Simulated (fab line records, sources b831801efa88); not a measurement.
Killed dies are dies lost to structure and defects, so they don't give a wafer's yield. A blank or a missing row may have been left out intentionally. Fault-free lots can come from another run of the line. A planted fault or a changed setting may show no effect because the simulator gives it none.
Matching of chambers    flow sfq line    SFQ_TRILAYER_A5C_DEP_PECVD_142 on pecvd-02 has 3 sister chambers
The step deposits SiO2 from SiH4/N2O, time 15.556 s, target thk 70 nm. 6 wafers are shown with their chamber, then 7 later ones without.

== WAFERS WITH THEIR CHAMBER ==
wafer   chamber  heater power w (W)  throttle valve pct (%)
L785.3  2        80                  23.7
L785.4  1        89                  23.8
L791.3  2        80                  23.7
L791.6  0        100                 24.3
L793.1  1        89                  24.2
L793.4  0        95                  24.2

== WAFERS WHOSE CHAMBER IS MISSING ==
wafer   heater power w (W)  throttle valve pct (%)
L793.5  89                  24.1
L796.2  96                  24.2
L796.3  80                  23.9
L796.5  80                  24.0
L798.1  71                  23.9
L798.3  97                  24.2
L798.5  98                  24.2

== EACH ONE'S CHAMBER ==
wafer    from the rows above   in truth
L793.5   1                     1
L796.2   0                     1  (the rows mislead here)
L796.3   2                     2
L796.5   2                     2
L798.1   2                     2
L798.3   0                     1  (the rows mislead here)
L798.5   0                     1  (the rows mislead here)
Correctly placed: 4 of 7. Not placeable from these rows: 0. Wrongly placed: 3.
How it was worked out, from the rows above alone: a wafer's distance from a chamber is the root of the sum, over the readings, of the square of ((its reading less the chamber's mean) divided by the reading's scatter). If the next closest chamber is less than 2 further off than the closest, the wafer can't be placed; otherwise it belongs to the closest. The mean given for a chamber averages the wafers shown for that chamber. The scatter: the root of (the sum of the squares of (reading less its chamber's mean) over the shown wafers, divided by (wafers less chambers)).
